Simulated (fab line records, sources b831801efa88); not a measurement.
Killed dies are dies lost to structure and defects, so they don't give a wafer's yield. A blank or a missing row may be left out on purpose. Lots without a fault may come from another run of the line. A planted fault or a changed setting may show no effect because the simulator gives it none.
Which tool did it? | flow gf180mcu | 11 lots, 33 wafers sampled, at 3 steps of a route of 602

WHAT THE GAUGES READ, wafer by wafer
GF_PSD_TW_MEAS_11.
lot  | measured     | on            | PSD_TW
L660 | day 15 11:10 | film_metro-03 | 3166 3173 3151
L661 | day 15 16:30 | film_metro-03 | 3157 3147 3148
L663 | day 16 10:10 | film_metro-02 | 3133 3138 3120
L664 | day 16 18:19 | film_metro-04 | 3197 3180 3177
L665 | day 17 01:24 | film_metro-02 | 3144 3131 3126
L666 | day 17 08:22 | film_metro-03 | 3193 3163 3163
L670 | day 18 20:01 | film_metro-03 | 3181 3169 3187
L671 | day 19 03:24 | film_metro-04 | 3395 3403 3408
L672 | day 19 11:15 | film_metro-03 | 3369 3398 3375
L679 | day 22 00:30 | film_metro-03 | 3166 3161 3158
L680 | day 22 08:06 | film_metro-02 | 3148 3137 3148

WHICH TOOL RAN EACH LOT (tool, then ch and the chambers of the sampled wafers, then the start)
lot  | GF_PSD_IMPLANT_09               | GF_PSD_STRIP_10
L660 | implanter-03 ch 0, day 15 10:56 | plasma_asher-02 ch 0,1, day 15 11:03
L661 | implanter-03 ch 0, day 15 16:15 | plasma_asher-02 ch 0,1, day 15 16:24
L663 | implanter-04 ch 0, day 16 09:55 | plasma_asher-03 ch 0,1, day 16 10:04
L664 | implanter-02 ch 0, day 16 18:05 | plasma_asher-02 ch 0,1, day 16 18:13
L665 | implanter-02 ch 0, day 17 01:09 | plasma_asher-02 ch 0,1, day 17 01:18
L666 | implanter-03 ch 0, day 17 08:07 | plasma_asher-01 ch 0,1, day 17 08:15
L670 | implanter-03 ch 0, day 18 19:47 | plasma_asher-01 ch 0,1, day 18 19:55
L671 | implanter-03 ch 0, day 19 03:09 | plasma_asher-02 ch 0,1, day 19 03:18
L672 | implanter-03 ch 0, day 19 11:00 | plasma_asher-03 ch 0,1, day 19 11:09
L679 | implanter-02 ch 0, day 22 00:15 | plasma_asher-03 ch 0,1, day 22 00:24
L680 | implanter-04 ch 0, day 22 07:51 | plasma_asher-01 ch 0,1, day 22 08:00
- GF_PSD_IMPLANT_09
- GF_PSD_STRIP_10: strips in O2/N2.

THE ANSWER, worked out from the rows above alone
Rule: what is usual is taken from the lots themselves. Put in order of their means at a reading, lots are off if they are a third of the lots or fewer, leave a main group of 4 or more, and stand apart from it by a gap of 3 or more times the standard deviation of the main group's means; of several such gaps the widest counts. A main group whose means are all the same, to the digits that the tables above print for the reading, isn't used. A lot without any number at a reading at which 4 lots or more have one is off too. The other lots that the step has rows for count as sound.
Off: L671, L672, at GF_PSD_TW_MEAS_11 (PSD_TW). The main group: mean 3158, standard deviation 18.
A tool fits if, at a process step before that reading, it ran every lot that is off, and no sound lot after the first of them. The gauges at GF_PSD_TW_MEAS_11 are tried like those tools. One fits: implanter-03 at GF_PSD_IMPLANT_09. Its last sound lot is L670 (day 18 19:47), its first lot that is off L671 (day 19 03:09): a fault that began between those two fits.

WHAT THE SIMULATOR HAD PUT IN
Process parameter drift: implanter-03, from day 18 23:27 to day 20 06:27, at GF_PSD_IMPLANT_09. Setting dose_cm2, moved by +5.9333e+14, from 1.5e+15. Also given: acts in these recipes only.
Lots struck among those shown: L671, L672. The rule above found the same.
